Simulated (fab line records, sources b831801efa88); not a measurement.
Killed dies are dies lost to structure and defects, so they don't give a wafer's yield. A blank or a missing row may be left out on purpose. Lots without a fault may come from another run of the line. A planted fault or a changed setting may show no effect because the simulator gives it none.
Which tool did it? | flow sky130 | 10 lots, 30 wafers sampled, at 5 steps of a route of 708

WHAT THE GAUGES READ, wafer by wafer
SKY_LI_CONTACT_THK_MEAS_01. Usual: LI_CONTACT_HDPCVD_THK 925 nm, standard deviation 11.
lot  | measured     | on            | LI_CONTACT_HDPCVD_THK (nm) | flag
L105 | day 28 09:12 | film_metro-04 | 928 925 909                |
L106 | day 28 10:47 | film_metro-03 | 909 911 900                |
L108 | day 28 22:23 | film_metro-03 | 939 933 934                |
L109 | day 29 01:22 | film_metro-04 | 936 929 935                |
L116 | day 32 08:17 | film_metro-02 | 911 947 924                |
L120 | day 33 04:59 | film_metro-03 | 916 918 916                |
L124 | day 34 06:10 | film_metro-04 | 912 925 928                |
L126 | day 34 23:16 | film_metro-03 | 920 936 940                |
L127 | day 35 01:20 | film_metro-04 | 935 955 932                |
L128 | day 35 07:08 | film_metro-03 | 908 906 912                |

SKY_LI_CONTACT_BOW_MEAS_03. Usual: LI_CONTACT_BOW 56 um, standard deviation 6.6.
lot  | measured     | on            | LI_CONTACT_BOW (um) | flag
L105 | day 28 09:34 | film_metro-04 | 47 53 69            |
L106 | day 28 11:09 | film_metro-03 | 55 61 69            |
L108 | day 28 22:45 | film_metro-04 | 58 47 50            |
L109 | day 29 01:44 | film_metro-02 | 64 56 53            |
L116 | day 32 08:39 | film_metro-04 | 49 48 53            |
L120 | day 33 05:21 | film_metro-03 | 60 55 51            |
L124 | day 34 06:32 | film_metro-04 | 62 42 60            |
L126 | day 34 23:39 | film_metro-02 | 55 60 62            |
L127 | day 35 01:41 | film_metro-02 | 54 56 51            |
L128 | day 35 07:31 | film_metro-03 | 55 56 49            |

SKY_LOCAL_INTERCONNECT_RS_MEAS_01: measures by four-point-probe. Usual: LOCAL_INTERCONNECT_TIN_RS 14.05 ohm/sq, standard deviation 0.13.
lot  | measured     | on            | LOCAL_INTERCONNECT_TIN_RS (ohm/sq) | flag
L105 | day 29 15:03 | film_metro-01 | 13.99 13.99 13.98                  |
L106 | day 29 16:49 | film_metro-02 | 14.09 14.00 14.04                  |
L108 | day 30 03:16 | film_metro-04 | 14.14 14.14 14.23                  |
L109 | day 30 06:53 | film_metro-01 | 13.95 14.08 14.03                  |
L116 | day 33 13:26 | film_metro-04 | 14.12 13.19 14.17                  |
L120 | day 34 09:04 | film_metro-02 | 14.18 14.16 13.92                  |
L124 | day 35 10:04 | film_metro-01 | 14.06 13.98 13.95                  |
L126 | day 36 01:56 | film_metro-01 | 13.95 14.14 13.95                  |
L127 | day 36 04:03 | film_metro-02 | 14.34 14.28 14.21                  |
L128 | day 36 11:16 | film_metro-01 | 14.08 14.14 14.07                  |

SKY_LOCAL_INTERCONNECT_THK_MEAS_02: measures by xrf. Usual: LOCAL_INTERCONNECT_TIN_THK 98.7 nm, standard deviation 1.2.
lot  | measured     | on            | LOCAL_INTERCONNECT_TIN_THK (nm) | flag
L105 | day 29 15:10 | film_metro-01 | 98.7 99.3 98.8                  |
L106 | day 29 16:55 | film_metro-02 | 97.5 97.6 97.6                  |
L108 | day 30 03:23 | film_metro-04 | 98.4 98.1 97.8                  |
L109 | day 30 07:00 | film_metro-01 | 99.8 99.0 99.6                  |
L116 | day 33 13:33 | film_metro-04 | 98.4 104.8 97.7                 |
L120 | day 34 09:10 | film_metro-02 | 97.2 97.9 98.9                  |
L124 | day 35 10:11 | film_metro-01 | 98.7 99.1 99.6                  |
L126 | day 36 02:02 | film_metro-01 | 99.9 98.4 99.9                  |
L127 | day 36 04:10 | film_metro-02 | 95.7 95.8 96.6                  |
L128 | day 36 11:23 | film_metro-01 | 99.3 98.5 98.9                  |

WHICH TOOL RAN EACH LOT (tool, then ch and the chambers of the sampled wafers, then the start)
lot  | SKY_LOCAL_INTERCONNECT_SPUTTER_00
L105 | pvd_sputter-03, day 29 14:59
L106 | pvd_sputter-03, day 29 16:43
L108 | pvd_sputter-03, day 30 03:13
L109 | pvd_sputter-04, day 30 06:49
L116 | pvd_sputter-03, day 33 13:22
L120 | pvd_sputter-04, day 34 08:59
L124 | pvd_sputter-04, day 35 09:59
L126 | pvd_sputter-01, day 36 01:50
L127 | pvd_sputter-01, day 36 03:59
L128 | pvd_sputter-01, day 36 11:11
- SKY_LOCAL_INTERCONNECT_SPUTTER_00: material TiN, target thk 100 nm, time 83.3 s.

WHAT THE TOOLS THEMSELVES READ (means of the sampled wafers that have a number; where no wafer has one, the mark that the record gives instead)
SKY_LOCAL_INTERCONNECT_SPUTTER_00. Usual: throttle_valve_pct 29.9 %, standard deviation 0.9.
lot  | tool           | throttle_valve_pct (%) | flag
L105 | pvd_sputter-03 | 29.8                   |
L106 | pvd_sputter-03 | 28.4                   |
L108 | pvd_sputter-03 | 30.1                   |
L109 | pvd_sputter-04 | 30.2                   |
L116 | pvd_sputter-03 | 28.8                   |
L120 | pvd_sputter-04 | 30.2                   |
L124 | pvd_sputter-04 | 30.5                   |
L126 | pvd_sputter-01 | 30.6                   |
L127 | pvd_sputter-01 | 30.2                   |
L128 | pvd_sputter-01 | 30.2                   |

THE ANSWER, worked out from the rows above alone
Rule: a lot is off if the mean of its wafers that have a number lies more than 3 standard deviations from the usual mean. A lot without any number at a reading at which 4 lots or more have one is off too. The other lots that the step has rows for count as sound. The gauges are gone through in route order, then the tools' own readings, and for those a lot's mean is taken as printed above. The first step at which some lot is off is used, and at that step the reading that is off furthest; a lot without a number counts as furthest.
No lot is off at any reading shown: from this, nothing can be told.

WHAT THE SIMULATOR HAD PUT IN
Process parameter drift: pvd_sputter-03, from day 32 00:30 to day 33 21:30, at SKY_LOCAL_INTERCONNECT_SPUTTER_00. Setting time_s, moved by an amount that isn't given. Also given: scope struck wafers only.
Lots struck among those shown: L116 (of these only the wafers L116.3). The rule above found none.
